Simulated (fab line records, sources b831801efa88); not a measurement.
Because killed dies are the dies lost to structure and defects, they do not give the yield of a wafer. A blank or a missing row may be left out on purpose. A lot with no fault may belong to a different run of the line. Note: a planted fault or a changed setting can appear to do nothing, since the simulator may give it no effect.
fab line records -- flow sky130
record: lots: 6, wafers: 18, lastDay: 50
route steps=708 shown PASSIVATION@681 PAD_OPEN@694
lots that met no fault: from a run of the same line without faults
startH: start of the lot's first displayed wafer, in hours after the record's first day -- waitH: how many hours have passed since the lot's step before this one -- " repeats the value in the row above -- L1.1+2: a row that stands for several wafers -- - no value, or no start was given -- * or withheld: withheld -- < > ~ a bound
route shown NAME@n: names a module that has steps shown in the file, with the first one's number in the route -- usual: mean/standard deviation taken from wafers without a fault -- same: alike in all rows -- chamber/n: place in a boat -- sites: the reading at each site -- _std_site: standard deviation of those values -- _edge_site: the outer-site mean with the inner-site mean subtracted -- radiusMm: for every site, how far away it sits from the centre of the wafer -- mask NAME#n: copy n -- behind: the tool/chamber that last shaped the wafer -- hold: cause of the lot's hold/its duration in hours/its outcome -- device: which transistor (n, p or np) failed to switch -- end of line: the route-end tests of the same wafers -- for a step that has no rows: nothing shown but its recipe -- killed: not the wafer's yield, but the dies lost to structure and defects at the first sort -- map: per-die view of a wafer (x killed, . not killed, _ where there is no die)
set.NAME: the setting the step ran with; set.NAME@STEP: the setting that earlier step ran with -- model.NAME: the simulator's own value behind a step, which no gauge read
lots at selected steps of the route; one table per step, one row per wafer
services: from which hour (startH, from the record's first day; less than 0 if before it) a tool's chamber was out of use, for how many hours, and why
== steps ==
step: SKY_PASSIVATION_CVD_00
recipe: material: SiO2, targetThkNm: 90, tempC: 400, timeS: withheld, rfW: 600
usual: heaterPowerW: 643/76
lot.wafer,tool,chamber,startH,waitH,heaterPowerW
L892.2,pecvd-01,1,1062.77,0.0,736
L892.4,pecvd-01,0,1062.77,0.0,586
L892.5,pecvd-01,2,1062.77,0.0,687
L897.1,pecvd-01,0,1096.51,0.0,694
L897.5,pecvd-01,0,1096.51,0.0,698
L897.6,pecvd-01,2,1096.51,0.0,607
L901.2,pecvd-03,1,1115.23,0.0,688
L901.5,pecvd-03,2,1115.23,0.0,739
L901.6,pecvd-03,0,1115.23,0.0,635
L900.1,pecvd-03,2,1117.69,0.0,728
L900.5,pecvd-03,0,1117.69,0.0,575
L900.6,pecvd-03,1,1117.69,0.0,660
L903.3,pecvd-02,1,1126.99,0.0,640
L903.5,pecvd-02,2,1126.99,0.0,695
L903.6,pecvd-02,1,1126.99,0.0,653
L910.1,pecvd-03,0,1164.48,0.0,591
L910.3,pecvd-03,2,1164.48,0.0,733
L910.5,pecvd-03,1,1164.48,0.0,716
step: SKY_PASSIVATION_THK_MEAS_01
recipe: reads: SiO2_of_PASSIVATION_CVD_00
usual: PASSIVATION_CVD_00_THK: 90.3/1.2
lot.wafer,tool,chamber,startH,waitH,PASSIVATION_CVD_00_THK[nm]
L892.2,filmMetro-01,-,1062.80,-,90.3
L892.4,filmMetro-01,-,1062.80,-,92.7
L892.5,filmMetro-01,-,1062.80,-,91.1
L897.1,filmMetro-01,-,1096.54,-,90.3
L897.5,filmMetro-01,-,1096.54,-,91.8
L897.6,filmMetro-01,-,1096.54,-,91.5
L901.2,filmMetro-01,-,1115.26,-,90.5
L901.5,filmMetro-01,-,1115.26,-,91.1
L901.6,filmMetro-01,-,1115.26,-,90.7
L900.1,filmMetro-04,-,1117.71,-,90.2
L900.5,filmMetro-04,-,1117.71,-,91.2
L900.6,filmMetro-04,-,1117.71,-,91.6
L903.3,filmMetro-02,-,1127.03,-,89.6
L903.5,filmMetro-02,-,1127.03,-,88.6
L903.6,filmMetro-02,-,1127.03,-,90.4
L910.1,filmMetro-04,-,1164.54,-,89.2
L910.3,filmMetro-04,-,1164.54,-,87.8
L910.5,filmMetro-04,-,1164.54,-,89.0
step: SKY_PASSIVATION_CVD_02
recipe: material: Si3N4, targetThkNm: 540, tempC: 400, timeS: withheld, rfW: 450
usual: heaterPowerW: 674/89
lot.wafer,tool,chamber,startH,waitH,heaterPowerW
L892.2,pecvd-03,0,1062.85,0.0,585
L892.4,pecvd-03,2,1062.85,0.0,806
L892.5,pecvd-03,1,1062.85,0.0,679
L897.1,pecvd-03,1,1096.60,0.1,686
L897.5,pecvd-03,0,1096.60,0.1,678
L897.6,pecvd-03,1,1096.60,0.1,735
L901.2,pecvd-02,1,1115.31,0.0,747
L901.5,pecvd-02,0,1115.31,0.0,545
L901.6,pecvd-02,1,1115.31,0.0,746
L900.1,pecvd-02,0,1117.77,0.1,556
L900.5,pecvd-02,2,1117.77,0.1,756
L900.6,pecvd-02,1,1117.77,0.1,688
L903.3,pecvd-01,0,1127.07,0.0,728
L903.5,pecvd-01,2,1127.07,0.0,680
L903.6,pecvd-01,1,1127.07,0.0,727
L910.1,pecvd-02,2,1164.60,0.1,651
L910.3,pecvd-02,1,1164.60,0.1,738
L910.5,pecvd-02,1,1164.60,0.1,742
step: SKY_PASSIVATION_THK_MEAS_03
recipe: reads: Si3N4_of_PASSIVATION_CVD_02
usual: PASSIVATION_CVD_02_THK: 542/8.5
lot.wafer,tool,chamber,startH,waitH,PASSIVATION_CVD_02_THK[nm]
L892.2,filmMetro-02,-,1063.09,-,541
L892.4,filmMetro-02,-,1063.09,-,552
L892.5,filmMetro-02,-,1063.09,-,551
L897.1,filmMetro-01,-,1096.82,-,543
L897.5,filmMetro-01,-,1096.82,-,542
L897.6,filmMetro-01,-,1096.82,-,549
L901.2,filmMetro-01,-,1115.55,-,525
L901.5,filmMetro-01,-,1115.55,-,547
L901.6,filmMetro-01,-,1115.55,-,534
L900.1,filmMetro-02,-,1117.99,-,541
L900.5,filmMetro-02,-,1117.99,-,552
L900.6,filmMetro-02,-,1117.99,-,532
L903.3,filmMetro-02,-,1127.31,-,542
L903.5,filmMetro-02,-,1127.31,-,551
L903.6,filmMetro-02,-,1127.31,-,559
L910.1,filmMetro-04,-,1164.83,-,538
L910.3,filmMetro-04,-,1164.83,-,530
L910.5,filmMetro-04,-,1164.83,-,537
step: SKY_PASSIVATION_DEHYDRATE_04
recipe: tempC: 200, timeS: 60
step: SKY_PASSIVATION_HMDS_05
recipe: primeTimeS: 60, primeTempC: 120
step: SKY_PASSIVATION_COAT_06
recipe: spinRpm: 2000, resistThkNm: 3000
step: SKY_PASSIVATION_SOFTBAKE_07
recipe: tempC: 110, timeS: withheld
step: SKY_PASSIVATION_EXPOSE_08
recipe: maskId: NSM, targetCdNm: 3000, na: 0.57, doseMj: 253.8
step: SKY_PASSIVATION_PEB_09
recipe: tempC: 115, timeS: withheld
step: SKY_PASSIVATION_DEVELOP_10
recipe: developTimeS: 60, devTempC: 23
step: SKY_PASSIVATION_ETCH_11
recipe: chemistry: CF4/O2, targetDepthNm: 725, stopOn: AlCu, sourceW: 800, biasW: 150, pressureMtorr: 150, cf4FlowSccm: 80, O2_flow_sccm: 10, timeS: 163.7
usual: drypumpMotorCurrentA: 5.7/0.39, oesProductAu: 0.981/0.0078, throttleValvePct: 5.966/0.0096
lot.wafer,tool,chamber,startH,waitH,drypumpMotorCurrentA,oesProductAu,rfHoursCounterH,throttleValvePct
L892.2,rieDiel-03,1,1083.62,-,5.4,0.985,23,5.962
L892.4,rieDiel-03,0,1083.62,-,6.1,0.996,9,5.984
L892.5,rieDiel-03,1,1083.62,-,5.4,0.986,-,5.983
L897.1,rieDiel-02,1,1116.79,-,4.9,0.982,15,5.968
L897.5,rieDiel-02,3,1116.79,-,5.9,0.978,-,5.953
L897.6,rieDiel-02,0,1116.79,-,5.7,0.981,-,5.953
L901.2,rieDiel-03,3,1135.07,-,6.2,0.974,9,5.954
L901.5,rieDiel-03,1,1135.07,-,5.4,0.979,-,5.966
L901.6,rieDiel-03,2,1135.07,-,5.2,0.970,-,5.957
L900.1,rieDiel-03,0,1137.37,-,6.0,0.981,11,5.957
L900.5,rieDiel-03,0,1137.37,-,6.0,0.989,-,5.961
L900.6,rieDiel-03,3,1137.37,-,6.2,0.976,-,5.976
L903.3,rieDiel-03,1,1146.70,-,5.4,0.980,25,5.968
L903.5,rieDiel-03,3,1146.70,-,6.2,0.996,-,5.971
L903.6,rieDiel-03,2,1146.70,-,5.2,0.986,-,5.961
L910.1,rieDiel-03,1,1180.35,-,5.4,0.974,26,5.971
L910.3,rieDiel-03,3,1180.35,-,6.2,0.970,10,5.971
L910.5,rieDiel-03,3,1180.35,-,6.2,0.981,-,5.970
step: SKY_PASSIVATION_STRIP_12
recipe: chemistry: O2/N2, powerW: 1400, pressureMtorr: 1500, platenTempC: withheld, overashFraction: 0.7, o2FlowSccm: 3000, n2FlowSccm: 300
usual: chamberPressureMTorr: 1499.9/1.3, drypumpMotorCurrentA: 6.2/0.38, oesProductAu: 0.661/0.0045, overashFraction: 0.7/0, stripTimeToEndpointS: 31.41/0.16
lot.wafer,tool,chamber,startH,waitH,chamberPressureMTorr,drypumpMotorCurrentA,oesProductAu,overashFraction,rfHoursCounterH,stripTimeToEndpointS,model.coat_of_PASSIVATION_COAT_06.thkNm
L892.2,plasmaAsher-04,0,1083.73,0.1,1501.7,6.4,0.661,0.7,2,31.35,0
L892.4,plasmaAsher-04,0,1083.73,0.1,1500.4,6.3,0.665,0.7,-,31.48,0
L892.5,plasmaAsher-04,1,1083.73,0.1,1499.2,5.8,0.664,0.7,-,31.47,0
L897.1,plasmaAsher-03,0,1116.89,0.1,1497.9,5.6,0.653,0.7,38,31.44,0
L897.5,plasmaAsher-03,1,1116.89,0.1,1500.9,6.4,0.664,0.7,-,31.50,0
L897.6,plasmaAsher-03,0,1116.89,0.1,1500.6,5.7,0.663,0.7,-,31.65,0
L901.2,plasmaAsher-03,0,1135.18,0.1,-,-,-,-,-,-,2502
L901.5,plasmaAsher-03,1,1135.18,0.1,-,-,-,-,-,-,2520
L901.6,plasmaAsher-03,0,1135.18,0.1,-,-,-,-,-,-,2490
L900.1,plasmaAsher-03,1,1137.48,0.1,-,-,-,-,-,-,2491
L900.5,plasmaAsher-03,0,1137.48,0.1,-,-,-,-,-,-,2489
L900.6,plasmaAsher-03,1,1137.48,0.1,-,-,-,-,-,-,2503
L903.3,plasmaAsher-03,1,1146.84,0.1,1497.5,6.4,0.670,0.7,-,31.41,0
L903.5,plasmaAsher-03,1,1146.84,0.1,1501.2,6.4,0.661,0.7,-,31.36,0
L903.6,plasmaAsher-03,0,1146.84,0.1,1501.4,5.7,0.659,0.7,-,31.22,0
L910.1,plasmaAsher-03,0,1180.46,0.1,1500.1,5.7,0.654,0.7,46,31.48,0
L910.3,plasmaAsher-03,0,1180.46,0.1,1499.0,5.7,0.659,0.7,-,31.50,0
L910.5,plasmaAsher-03,0,1180.46,0.1,1500.7,5.6,0.667,0.7,-,31.50,0
step: SKY_PAD_OPEN_DEHYDRATE_00
recipe: tempC: 200, timeS: 60
step: SKY_PAD_OPEN_HMDS_01
recipe: primeTimeS: 60, primeTempC: 120
step: SKY_PAD_OPEN_COAT_02
recipe: spinRpm: 2000, resistThkNm: 3000
step: SKY_PAD_OPEN_SOFTBAKE_03
recipe: tempC: 110, timeS: withheld
step: SKY_PAD_OPEN_EXPOSE_04
recipe: maskId: PDM, targetCdNm: 60000, na: 0.57, doseMj: 260
step: SKY_PAD_OPEN_PEB_05
recipe: tempC: 115, timeS: withheld
step: SKY_PAD_OPEN_DEVELOP_06
recipe: developTimeS: 60, devTempC: 23
step: SKY_PAD_OPEN_ETCH_07
recipe: chemistry: CF4/O2, targetDepthNm: 725, stopOn: AlCu, sourceW: 800, biasW: 150, pressureMtorr: 150, cf4FlowSccm: 80, O2_flow_sccm: 10, timeS: 161.1
usual: drypumpMotorCurrentA: 5.7/0.36, oesProductAu: 0.979/0.0083, throttleValvePct: 5.965/0.0087
lot.wafer,tool,chamber,startH,waitH,drypumpMotorCurrentA,oesProductAu,rfHoursCounterH,throttleValvePct
L892.2,rieDiel-01,0,1104.70,-,5.3,0.979,14,5.965
L892.4,rieDiel-01,1,1104.70,-,5.6,0.989,-,5.969
L892.5,rieDiel-01,0,1104.70,-,5.4,0.997,-,5.961
L897.1,rieDiel-04,3,1136.41,-,6.1,0.976,27,5.973
L897.5,rieDiel-04,3,1136.41,-,6.1,0.984,-,5.964
L897.6,rieDiel-04,0,1136.41,-,6.1,0.985,-,5.979
L901.2,rieDiel-01,3,1153.11,-,6.1,0.971,21,5.957
L901.5,rieDiel-01,1,1153.11,-,5.6,0.987,-,5.959
L901.6,rieDiel-01,2,1153.11,-,5.8,0.980,-,5.962
L900.1,rieDiel-04,1,1156.37,-,5.8,0.987,14,5.976
L900.5,rieDiel-04,3,1156.37,-,6.1,0.987,-,5.968
L900.6,rieDiel-04,0,1156.37,-,6.1,0.969,-,5.952
L903.3,rieDiel-02,2,1164.51,-,5.8,0.977,11,5.977
L903.5,rieDiel-02,2,1164.51,-,5.8,0.981,-,5.961
L903.6,rieDiel-02,0,1164.51,-,5.7,0.988,-,5.955
L910.1,rieDiel-02,0,1195.92,-,5.6,0.975,14,5.980
L910.3,rieDiel-02,3,1195.92,-,5.9,0.968,10,5.969
L910.5,rieDiel-02,1,1195.92,-,5.0,0.983,-,5.967
step: SKY_PAD_OPEN_STRIP_08
recipe: chemistry: O2/N2, powerW: 1400, pressureMtorr: 1500, platenTempC: withheld, overashFraction: 0.7, o2FlowSccm: 3000, n2FlowSccm: 300
usual: chamberPressureMTorr: 1499.7/1.3, drypumpMotorCurrentA: 6.1/0.45, oesProductAu: 0.663/0.0044, stripTimeToEndpointS: 37.01/0.1
same: overashFraction: 0.7
lot.wafer,tool,chamber,startH,waitH,chamberPressureMTorr,drypumpMotorCurrentA,oesProductAu,rfHoursCounterH,stripTimeToEndpointS
L892.2,plasmaAsher-01,0,1104.81,0.1,1498.6,6.7,0.657,66,36.97
L892.4,plasmaAsher-01,0,1104.81,0.1,1499.9,6.7,0.667,-,36.96
L892.5,plasmaAsher-01,1,1104.81,0.1,1496.3,6.4,0.668,-,36.85
L897.1,plasmaAsher-03,0,1136.52,0.1,1498.7,5.7,0.659,41,36.85
L897.5,plasmaAsher-03,0,1136.52,0.1,1499.8,5.6,0.668,-,36.97
L897.6,plasmaAsher-03,1,1136.52,0.1,1501.1,6.4,0.670,-,36.92
L901.2,plasmaAsher-03,0,1153.22,0.1,1501.9,5.6,0.693,43,73.73
L901.5,plasmaAsher-03,1,1153.22,0.1,1501.0,6.4,0.703,-,74.09
L901.6,plasmaAsher-03,0,1153.22,0.1,1499.7,5.7,0.695,-,73.56
L900.1,plasmaAsher-02,0,1156.48,0.1,1500.7,6.0,0.692,96,73.59
L900.5,plasmaAsher-02,1,1156.48,0.1,1499.3,5.4,0.688,-,73.57
L900.6,plasmaAsher-02,0,1156.48,0.1,1499.5,6.0,0.694,-,73.80
L903.3,plasmaAsher-02,0,1164.65,0.1,1498.4,6.0,0.663,-,37.02
L903.5,plasmaAsher-02,0,1164.65,0.1,1498.9,6.0,0.667,-,37.03
L903.6,plasmaAsher-02,1,1164.65,0.1,1500.4,5.4,0.665,-,36.99
L910.1,plasmaAsher-01,1,1196.03,0.1,1500.9,6.4,0.660,76,37.09
L910.3,plasmaAsher-01,1,1196.03,0.1,1497.9,6.4,0.664,-,37.10
L910.5,plasmaAsher-01,0,1196.03,0.1,1498.3,6.7,0.655,-,36.96
step: SKY_PAD_OPEN_STRIP_09
recipe: chemistry: postEtchResidueRemover, timeS: 1200, tempC: 72.5
== services ==
tool,chamber,startH,hours,kind
pecvd-01,0,1042.59,2.9,repair
plasmaAsher-02,-,1045.26,0.8,repair
plasmaAsher-02,-,1053.79,2.8,pm
plasmaAsher-04,-,1055.25,9.0,pm
plasmaAsher-04,-,1057.18,1.9,repair
rieDiel-04,-,1076.46,2.2,repair
rieDiel-02,-,1076.74,28.1,pm
rieDiel-01,2,1088.68,-,clean
pecvd-02,-,1089.19,0.8,repair
plasmaAsher-01,-,1107.79,3.3,repair
plasmaAsher-04,-,1109.74,1.6,repair
pecvd-01,0,1116.87,2.1,scheduledDown
pecvd-02,1,1121.02,2.1,scheduledDown
rieDiel-02,3,1124.01,5.4,repair
pecvd-02,2,1142.35,5.5,scheduledDown
pecvd-03,0,1149.29,2.1,scheduledDown
rieDiel-02,3,1161.82,8.8,repair
pecvd-02,1,1175.60,14.4,repair
rieDiel-02,2,1183.48,4.6,repair
pecvd-03,0,1188.98,6.1,repair
pecvd-02,0,1192.46,5.5,scheduledDown
rieDiel-03,1,1193.15,-,clean
rieDiel-03,1,1193.15,-,consumableReplace:focusRing
rieDiel-04,-,1195.27,0.7,repair
== key ==
firstSign: step: SKY_PASSIVATION_STRIP_12, reading: toolRecord, direction: missing
effect: step: SKY_PAD_OPEN_STRIP_08, reading: stripTimeToEndpointS, direction: up, sigmas: 99+, usual: *, struck: *
modelEffect: step: SKY_PASSIVATION_STRIP_12, value: coat_of_PASSIVATION_COAT_06.thkNm, without: 0, struck: 2499
modelEffect: step: SKY_PAD_OPEN_PROBE_99, value: etest.resPwdeUnderGate.open, without: 0, struck: 1
metAt SKY_PASSIVATION_STRIP_12
struckWafers L900.1,L900.5,L900.6,L901.2,L901.5,L901.6
sortLeftOut L900.1,L900.5,L900.6,L901.2,L901.5,L901.6
onsetBetween 1116.89 1135.18
fault: kind: skippedStepWhole, tool: plasmaAsher-03, chamber: -, onsetH: 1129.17, steps: SKY_PASSIVATION_STRIP_12, scope: struckLotsOnly
sortLeftOut: the simulated sort isn't trusted on such a fault, so these wafers' sort isn't shown, and their yield isn't known
